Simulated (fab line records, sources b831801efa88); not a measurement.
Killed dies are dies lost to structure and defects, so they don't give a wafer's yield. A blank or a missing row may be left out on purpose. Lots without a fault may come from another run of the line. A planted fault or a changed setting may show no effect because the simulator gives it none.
Which tool did it? | flow gf180mcu | 13 lots, 39 wafers sampled, at 6 steps of a route of 602

WHAT THE GAUGES READ, wafer by wafer
GF_MVSD_TW_MEAS_11. Usual: MVSD_TW 1579, standard deviation 23.
lot  | measured     | on            | MVSD_TW        | flag
L912 | day 4 10:19  | film_metro-03 | 1596 1603 1595 |
L917 | day 5 14:14  | film_metro-03 | 1596 1597 1601 |
L918 | day 5 19:29  | film_metro-02 | 1560 1549 1549 |
L919 | day 6 01:35  | film_metro-04 | 1589 1591 1590 |
L921 | day 6 14:59  | film_metro-04 | 1587 1584 1594 |
L922 | day 6 20:21  | film_metro-03 | 1599 1591 1590 |
L923 | day 7 04:47  | film_metro-04 | 1601 1580 1591 |
L924 | day 7 08:46  | film_metro-02 | 1533 1531 1528 |
L927 | day 8 00:54  | film_metro-03 | 1738 1742 1749 | OFF
L928 | day 8 08:32  | film_metro-03 | 1607 1602 1602 |
L931 | day 8 23:56  | film_metro-02 | 1700 1703 1687 | OFF
L934 | day 10 00:40 | film_metro-02 | 1548 1569 1546 |
L935 | day 10 14:32 | film_metro-02 | 1555 1550 1557 |

GF_VT_IMPLANT_RS_MEAS_46: measures by four-point-probe. Usual: MVSD_RS 457.2 ohm/sq, standard deviation 1.2.
lot  | measured     | on            | MVSD_RS (ohm/sq)  | flag
L912 | day 7 10:06  | film_metro-03 | 456.7 457.7 458.3 |
L917 | day 8 18:13  | film_metro-04 | 456.3 456.6 456.3 |
L918 | day 8 23:34  | film_metro-04 | 455.7 457.4 458.0 |
L919 | day 9 05:46  | film_metro-04 | 458.7 456.4 457.5 |
L921 | day 9 21:46  | film_metro-03 | 456.2 456.4 455.1 |
L922 | day 10 04:16 | film_metro-03 | 458.2 457.7 459.1 |
L923 | day 10 15:59 | film_metro-03 | 456.2 456.0 456.0 |
L924 | day 10 21:07 | film_metro-02 | 459.0 460.1 460.5 |
L927 | day 11 15:20 | film_metro-03 | 393.0 391.7 392.2 | OFF
L928 | day 12 03:07 | film_metro-04 | 457.1 456.8 457.4 |
L931 | day 12 20:18 | film_metro-02 | 394.5 394.4 393.9 | OFF
L934 | day 14 02:42 | film_metro-03 | 458.0 457.4 457.1 |
L935 | day 14 15:15 | film_metro-02 | 457.7 456.9 458.1 |

GF_M1_CD_MEAS_14: target cd 230 nm. Usual: cd_nm 230.0 nm, standard deviation 1.
lot  | measured     | on        | cd_nm (nm)        | flag
L912 | day 17 01:23 | cd_sem-02 | 228.4 229.9 228.7 |
L917 | day 18 14:13 | cd_sem-02 | 230.9 229.8 230.3 |
L918 | day 19 03:21 | cd_sem-02 | 229.0 228.2 227.9 |
L919 | day 19 10:56 | cd_sem-01 | 231.2 231.0 231.1 |
L921 | day 20 12:48 | cd_sem-02 | 230.1 231.6 231.2 |
L922 | day 20 20:19 | cd_sem-01 | 230.2 230.4 230.2 |
L923 | day 21 03:41 | cd_sem-02 | 229.5 231.5 230.3 |
L924 | day 21 17:37 | cd_sem-01 | 229.0 229.9 229.0 |
L927 | day 22 11:47 | cd_sem-01 | 228.6 228.9 229.5 |
L928 | day 23 01:07 | cd_sem-01 | 229.5 229.3 229.2 |
L931 | day 23 20:46 | cd_sem-02 | 229.7 229.2 230.9 |
L934 | day 25 07:27 | cd_sem-01 | 228.6 227.6 227.3 |
L935 | day 25 20:28 | cd_sem-01 | 228.5 227.8 227.6 |

GF_M1_OVL_MEAS_15. Usual: M1_OVL -5 nm, standard deviation 6.2.
lot  | measured     | on         | M1_OVL (nm) | flag
L912 | day 17 01:30 | overlay-02 | 0 -3 -7     |
L917 | day 18 14:20 | overlay-02 | -14 -15 -8  |
L918 | day 19 03:28 | overlay-02 | 1 5 -2      |
L919 | day 19 11:04 | overlay-01 | -5 5 4      |
L921 | day 20 12:55 | overlay-02 | -7 -7 -14   |
L922 | day 20 20:26 | overlay-01 | -10 -7 -11  |
L923 | day 21 03:47 | overlay-01 | -10 -10 -2  |
L924 | day 21 17:44 | overlay-02 | -7 -4 -7    |
L927 | day 22 11:53 | overlay-02 | -12 -14 -6  |
L928 | day 23 01:14 | overlay-02 | -14 1 -17   |
L931 | day 23 20:53 | overlay-02 | -14 -11 -6  |
L934 | day 25 07:34 | overlay-01 | 8 8 13      |
L935 | day 25 20:35 | overlay-01 | 1 -2 -2     |

WHICH TOOL RAN EACH LOT (tool, then ch and the chambers of the sampled wafers, then the start)
lot  | GF_MVSD_IMPLANT_08              | GF_SAB_CVD_00
L912 | implanter-01 ch 0, day 4 09:55  | pecvd-03 ch 0,2, day 14 04:47
L917 | implanter-03 ch 0, day 5 13:50  | pecvd-04 ch 1,2, day 15 16:14
L918 | implanter-03 ch 0, day 5 19:05  | pecvd-02 ch 0,1,2, day 16 03:07
L919 | implanter-04 ch 0, day 6 01:11  | pecvd-02 ch 0,1, day 16 10:46
L921 | implanter-04 ch 0, day 6 14:35  | pecvd-02 ch 0,1, day 17 08:29
L922 | implanter-01 ch 0, day 6 19:58  | pecvd-02 ch 0,1,2, day 17 16:41
L923 | implanter-04 ch 0, day 7 04:25  | pecvd-02 ch 0,2, day 18 01:19
L924 | implanter-01 ch 0, day 7 08:22  | pecvd-02 ch 1,2, day 18 14:29
L927 | implanter-01 ch 0, day 8 00:31  | pecvd-04 ch 1,2, day 19 08:35
L928 | implanter-04 ch 0, day 8 08:08  | pecvd-03 ch 0,2, day 19 23:50
L931 | implanter-01 ch 0, day 8 23:32  | pecvd-02 ch 0,1, day 20 20:32
L934 | implanter-04 ch 0, day 10 00:16 | pecvd-03 ch 1,2, day 22 10:52
L935 | implanter-03 ch 0, day 10 14:08 | pecvd-02 ch 1,2, day 22 23:28
- GF_MVSD_IMPLANT_08
- GF_SAB_CVD_00: deposits SiO2 from TEOS, target thk 50 nm, time 4.9302 s.

WHAT THE TOOLS THEMSELVES READ (means of the sampled wafers that have a number; where no wafer has one, the mark that the record gives instead)
GF_MVSD_IMPLANT_08. Usual: beam_energy_keV 400.02, standard deviation 0.13; beam_on_s 9.99 s, standard deviation 0.18; faraday_current_uA 90.3, standard deviation 1.7.
lot  | tool         | beam_energy_keV | beam_on_s (s) | faraday_current_uA | flag
L912 | implanter-01 | 400.04          | 9.92          | 91.0               |
L917 | implanter-03 | 400.03          | 9.92          | 90.8               |
L918 | implanter-03 | 400.10          | 9.98          | 90.6               |
L919 | implanter-04 | 400.10          | 10.11         | 89.1               |
L921 | implanter-04 | 400.09          | 10.03         | 89.7               |
L922 | implanter-01 | 399.94          | 10.04         | 89.9               |
L923 | implanter-04 | 400.01          | 10.11         | 89.4               |
L924 | implanter-01 | 400.09          | 10.07         | 89.8               |
L927 | implanter-01 | 400.09          | 13.60         | 66.3               | OFF
L928 | implanter-04 | 400.07          | 9.99          | 90.2               |
L931 | implanter-01 | 400.06          | 13.68         | 66.0               | OFF
L934 | implanter-04 | 400.02          | 10.15         | 89.1               |
L935 | implanter-03 | 399.97          | 10.15         | 89.1               |

GF_SAB_CVD_00. Usual: heater_power_w 618 W, standard deviation 76.
lot  | tool     | heater_power_w (W) | flag
L912 | pecvd-03 | 727                |
L917 | pecvd-04 | 650                |
L918 | pecvd-02 | 605                |
L919 | pecvd-02 | 604                |
L921 | pecvd-02 | 604                |
L922 | pecvd-02 | 575                |
L923 | pecvd-02 | 579                |
L924 | pecvd-02 | 638                |
L927 | pecvd-04 | 686                |
L928 | pecvd-03 | 685                |
L931 | pecvd-02 | 619                |
L934 | pecvd-03 | 642                |
L935 | pecvd-02 | 632                |

THE ANSWER, worked out from the rows above alone
Rule: a lot is off if the mean of its wafers that have a number lies more than 3 standard deviations from the usual mean. A lot without any number at a reading at which 4 lots or more have one is off too. The other lots that the step has rows for count as sound. The gauges are gone through in route order, then the tools' own readings, and for those a lot's mean is taken as printed above. The first step at which some lot is off is used, and at that step the reading that is off furthest; a lot without a number counts as furthest.
Off: L927, L931, at GF_MVSD_TW_MEAS_11 (MVSD_TW).
A tool fits if, at a process step before that reading, it ran every lot that is off, and no sound lot after the first of them. The gauges at GF_MVSD_TW_MEAS_11 aren't tried: what is off there is off at GF_MVSD_IMPLANT_08 too, on other tools, and a gauge's error can't cause that. One fits: implanter-01 at GF_MVSD_IMPLANT_08. Its last sound lot is L924 (day 7 08:22), its first lot that is off L927 (day 8 00:31): a fault that began between those two fits.
The tool's own readings at GF_MVSD_IMPLANT_08 bear it out: on the lots that are off they differ by more than 5 times the standard deviation of the sound lots' means. beam_on_s reads 13.64 s there against 10.04 s on the sound lots; faraday_current_uA reads 66.2 there against 89.9 on the sound lots.

WHAT THE SIMULATOR HAD PUT IN
Process parameter drift: implanter-01, from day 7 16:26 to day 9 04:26, at GF_MVSD_IMPLANT_08. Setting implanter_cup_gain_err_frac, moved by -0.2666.
Lots struck among those shown: L927, L931. The rule above found the same.
